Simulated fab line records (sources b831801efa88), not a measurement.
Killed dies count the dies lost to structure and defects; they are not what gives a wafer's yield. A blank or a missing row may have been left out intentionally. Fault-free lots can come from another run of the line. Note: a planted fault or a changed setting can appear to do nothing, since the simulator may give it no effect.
Which of the tools did it?    flow sky130    11 lots with 33 wafers sampled at 4 steps, on a route of 708 steps

WHAT EACH GAUGE READ, for each wafer
SKY_CAPM_THK_MEAS_01.
lot   measured      on            CAPM_CVD_00_THK (nm)
L942  day 36 09:50  filmMetro-04  15.19 15.40 15.47
L943  day 36 21:11  filmMetro-02  15.54 15.47 15.68
L944  day 37 03:50  filmMetro-04  15.03 15.05 15.36
L946  day 37 16:04  filmMetro-04  15.38 15.48 15.41
L947  day 38 00:23  filmMetro-04  15.29 15.26 15.67
L949  day 38 14:32  filmMetro-02  15.42 15.82 15.45
L960  day 42 02:52  filmMetro-04  15.61 16.10 15.62
L961  day 42 04:44  filmMetro-02  15.22 15.53 15.61
L963  day 42 19:15  filmMetro-02  15.39 15.68 15.79
L964  day 42 21:51  filmMetro-04  15.36 15.49 15.50
L965  day 43 12:11  filmMetro-04  15.55 15.69 16.07

SKY_VIA3_THK_MEAS_01.
lot   measured      on            VIA3_HDPCVD_THK (nm)
L942  day 38 14:52  filmMetro-01  1642 1642 1634
L943  day 39 02:54  filmMetro-03  1637 1623 1627
L944  day 39 09:23  filmMetro-01  1677 1632 1663
L946  day 39 20:28  filmMetro-02  1649 1612 1634
L947  day 40 05:08  filmMetro-03  1625 1630 1640
L949  day 40 18:03  filmMetro-01  1665 1635 1649
L960  day 44 03:08  filmMetro-01  1733 1724 1702
L961  day 44 03:30  filmMetro-01  1683 1702 1715
L963  day 44 18:37  filmMetro-03  1642 1632 1625
L964  day 44 20:32  filmMetro-01  1645 1625 1614
L965  day 45 10:34  filmMetro-03  1635 1659 1634

WHICH TOOL RAN EACH LOT (tool, then ch and the chambers of the sampled wafers, then the start)
lot   SKY_METAL3_ETCH_17                 SKY_VIA3_HDPCVD_00
L942  rieDiel-01 ch 0,1, day 38 13:49    hdpcvd-02 ch 0,2, day 38 14:41
L943  rieDiel-03 ch 1,2,3, day 39 01:52  hdpcvd-01 ch 1,2, day 39 02:44
L944  rieDiel-01 ch 0,3, day 39 08:26    hdpcvd-02 ch 1,2, day 39 09:13
L946  rieDiel-03 ch 0,2,3, day 39 19:29  hdpcvd-01 ch 0,2, day 39 20:18
L947  rieDiel-01 ch 0,1,2, day 40 04:01  hdpcvd-01 ch 1,2, day 40 04:58
L949  rieDiel-01 ch 1,2, day 40 17:04    hdpcvd-02 ch 0,1, day 40 17:53
L960  rieDiel-03 ch 0,2,3, day 44 02:11  hdpcvd-02 ch 1,2, day 44 02:58
L961  rieDiel-04 ch 0,1,2, day 44 02:32  hdpcvd-02 ch 0,1,2, day 44 03:19
L963  rieDiel-04 ch 0,1, day 44 17:34    hdpcvd-01 ch 2, day 44 18:22
L964  rieDiel-04 ch 1,2,3, day 44 19:29  hdpcvd-01 ch 1,2, day 44 20:16
L965  rieDiel-04 ch 0,2,3, day 45 09:36  hdpcvd-01 ch 0,2, day 45 10:23
- SKY_METAL3_ETCH_17: etches SiO2 in C4F8/O2/Ar, stops on TiN, time 3.9 s, target depth 15 nm.
- SKY_VIA3_HDPCVD_00: deposits SiO2, target thk 1635 nm, time 272.5 s.

AS READ BY THE TOOLS THEMSELVES (means over the sampled wafers that have a number; for cases with no such wafer, the mark the record gives instead)
SKY_METAL3_ETCH_17.
lot   tool        oesProductAu (a.u.)
L942  rieDiel-01  0.746
L943  rieDiel-03  0.756
L944  rieDiel-01  0.744
L946  rieDiel-03  0.751
L947  rieDiel-01  0.759
L949  rieDiel-01  0.753
L960  rieDiel-03  0.763
L961  rieDiel-04  0.750
L963  rieDiel-04  0.753
L964  rieDiel-04  0.758
L965  rieDiel-04  0.763

SKY_VIA3_HDPCVD_00.
lot   tool       runLengthS (s)
L942  hdpcvd-02  300.9
L943  hdpcvd-01  300.8
L944  hdpcvd-02  300.9
L946  hdpcvd-01  300.5
L947  hdpcvd-01  300.5
L949  hdpcvd-02  300.5
L960  hdpcvd-02  313.1
L961  hdpcvd-02  312.8
L963  hdpcvd-01  300.4
L964  hdpcvd-01  300.7
L965  hdpcvd-01  300.0

THE ANSWER, worked out from the rows above alone
Rule: usual is defined by the lots themselves. The widest of any qualifying gaps counts: lots, ordered by their means at a reading, are off when they make up no more than a third of the lots, leave a main group of 4 or more, and stand apart from it by 3 or more times the standard deviation of that group's means. A main group whose means are all the same, to the digits that the tables above print for the reading, isn't used. A lot without any number at a reading at which 4 lots or more have one is off too. All remaining lots with rows at the step are treated as sound. First the gauges in route order, then the tools' own readings, where a lot's mean is used as printed above. At the first step where some lot is off, the reading lying furthest off is the one used; lots without a number count as furthest.
Off: L960, L961, at SKY_VIA3_THK_MEAS_01 (VIA3_HDPCVD_THK). The main group has a mean of 1638 nm with a standard deviation of 9.5.
If a tool, at a process step before that reading, ran all the lots that are off and no sound lot after the first of them, it fits. The gauges at SKY_VIA3_THK_MEAS_01 aren't tried: what is off there is off at SKY_VIA3_HDPCVD_00 too, on other tools, and a gauge's error can't cause that. One fits: SKY_VIA3_HDPCVD_00 on hdpcvd-02. Its last sound lot is L949 (day 40 17:53), its first lot that is off L960 (day 44 02:58): a fault that began between those two fits.
On the lots that are off, the tool's own readings at SKY_VIA3_HDPCVD_00 differ by more than 5 times the standard deviation of the sound lots' means, which bears it out; runLengthS reads 313.0 s there versus 300.6 s on the sound lots.

WHAT THE SIMULATOR PUT IN
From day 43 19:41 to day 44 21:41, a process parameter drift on hdpcvd-02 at SKY_VIA3_HDPCVD_00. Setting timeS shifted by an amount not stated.
Lots struck among those shown: L960, L961. The rule above reached the same finding.
